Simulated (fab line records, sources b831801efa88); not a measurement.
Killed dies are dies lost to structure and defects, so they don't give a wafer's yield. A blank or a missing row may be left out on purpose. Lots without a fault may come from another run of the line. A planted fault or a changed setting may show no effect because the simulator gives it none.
Tool commonality check | flow sky130 | 12 lots, 42 wafers sampled

WHY IT WAS OPENED
At SKY_SD_N_RS_MEAS_16 the reading SD_N_RS is flagged on 2 of 12 lots. Wafers without a fault read 68.48 ohm/sq, standard deviation 0.11.
Rule: a lot is flagged when every wafer of it that has a number lies more than 4 standard deviations from that mean, or none has a number. The other lots count as sound.

lot  | measured     | on            | SD_N_RS (ohm/sq), wafer by wafer    | flag
L540 | day 27 16:20 | film_metro-04 | 68.43 68.38 68.29                   |
L542 | day 28 23:31 | film_metro-03 | 68.62 68.47 68.44                   |
L547 | day 29 22:44 | film_metro-02 | 68.44 68.56 68.55                   |
L549 | day 30 20:28 | film_metro-04 | 73.85 73.78 73.84 73.90 73.78 73.73 | FLAGGED
L551 | day 31 19:07 | film_metro-02 | 73.68 73.87 73.74 73.89 73.83 73.87 | FLAGGED
L553 | day 33 23:14 | film_metro-04 | 68.52 68.62 68.54                   |
L556 | day 34 00:14 | film_metro-04 | 68.43 68.64 68.37                   |
L557 | day 34 01:44 | film_metro-04 | 68.40 68.46 68.52                   |
L559 | day 34 04:50 | film_metro-02 | 68.35 68.41 68.51                   |
L562 | day 35 22:10 | film_metro-02 | 68.62 68.46 68.58                   |
L561 | day 35 22:26 | film_metro-03 | 68.53 68.69 68.66                   |
L563 | day 35 23:38 | film_metro-02 | 68.46 68.51 68.45                   |
The numbers of the flagged lots are 73.81 ohm/sq on average: +5.33 ohm/sq against the usual, or +48 standard deviations.

WHICH TOOL RAN EACH LOT
The record holds 2 process steps before the reading, out of a route of 708 steps. In each cell: the tool, then ch and the chambers that the sampled wafers went through, then the start.
lot  | flag    | SKY_LDD_HVP_STRIP_09                 | SKY_SD_N_RTA_14
L540 |         | plasma_asher-01 ch 0,1, day 21 08:41 | rtp_anneal-02 ch 0, day 27 16:10
L542 |         | plasma_asher-01 ch 0,1, day 22 05:31 | rtp_anneal-01 ch 0, day 28 23:20
L547 |         | plasma_asher-03 ch 0,1, day 23 19:58 | rtp_anneal-01 ch 0, day 29 22:33
L549 | FLAGGED | plasma_asher-03 ch 0,1, day 24 16:00 | rtp_anneal-01 ch 0, day 30 20:16
L551 | FLAGGED | plasma_asher-02 ch 0,1, day 25 17:34 | rtp_anneal-01 ch 0, day 31 18:56
L553 |         | plasma_asher-02 ch 0,1, day 28 00:28 | rtp_anneal-02 ch 0, day 33 23:03
L556 |         | plasma_asher-03 ch 0,1, day 28 01:29 | rtp_anneal-01 ch 0, day 34 00:01
L557 |         | plasma_asher-02 ch 0,1, day 28 02:41 | rtp_anneal-02 ch 0, day 34 01:34
L559 |         | plasma_asher-03 ch 0,1, day 28 06:38 | rtp_anneal-01 ch 0, day 34 04:37
L562 |         | plasma_asher-02 ch 0, day 30 03:59   | rtp_anneal-01 ch 0, day 35 21:56
L561 |         | plasma_asher-01 ch 0,1, day 30 05:10 | rtp_anneal-02 ch 0, day 35 22:15
L563 |         | plasma_asher-03 ch 0,1, day 30 05:43 | rtp_anneal-01 ch 0, day 35 23:25
What these steps do:
- SKY_LDD_HVP_STRIP_09: strips in O2/N2.
- SKY_SD_N_RTA_14: time 2 s.
- SKY_SD_N_RS_MEAS_16: measures by four-point-probe.

FLAGGED OVER TOTAL, TOOL BY TOOL (the gauges that took the reading come last)
step                 | tool            | lots run | flagged | share of the flagged lots | sound lots run after its first flagged lot
SKY_LDD_HVP_STRIP_09 | plasma_asher-01 | 3        | 0       | none                      | -
SKY_LDD_HVP_STRIP_09 | plasma_asher-02 | 4        | 1       | some                      | 3 (L553,L557,L562)
SKY_LDD_HVP_STRIP_09 | plasma_asher-03 | 5        | 1       | some                      | 3 (L556,L559,L563)
SKY_SD_N_RTA_14      | rtp_anneal-01   | 8        | 2       | all                       | 4 (L556,L559,L562,L563)
SKY_SD_N_RTA_14      | rtp_anneal-02   | 4        | 0       | none                      | -
SKY_SD_N_RS_MEAS_16  | film_metro-02   | 5        | 1       | some                      | 3 (L559,L562,L563)
SKY_SD_N_RS_MEAS_16  | film_metro-03   | 2        | 0       | none                      | -
SKY_SD_N_RS_MEAS_16  | film_metro-04   | 5        | 1       | some                      | 3 (L553,L556,L557)

WHAT THE TABLE ALLOWS
1 row of the table ran every flagged lot: rtp_anneal-01 at SKY_SD_N_RTA_14.
- rtp_anneal-01 at SKY_SD_N_RTA_14: 2 of its 8 lots flagged. Sound lots ran on it after the first flagged one (L556, L559, L562, L563), which a lasting fault on the whole tool wouldn't allow. Its own readings lie more than 4 standard deviations out on every wafer of the flagged lots: lamp_power_pct.
No row of the table ran every flagged lot and no sound lot after the first.

WHAT THE SIMULATOR HAD PUT IN
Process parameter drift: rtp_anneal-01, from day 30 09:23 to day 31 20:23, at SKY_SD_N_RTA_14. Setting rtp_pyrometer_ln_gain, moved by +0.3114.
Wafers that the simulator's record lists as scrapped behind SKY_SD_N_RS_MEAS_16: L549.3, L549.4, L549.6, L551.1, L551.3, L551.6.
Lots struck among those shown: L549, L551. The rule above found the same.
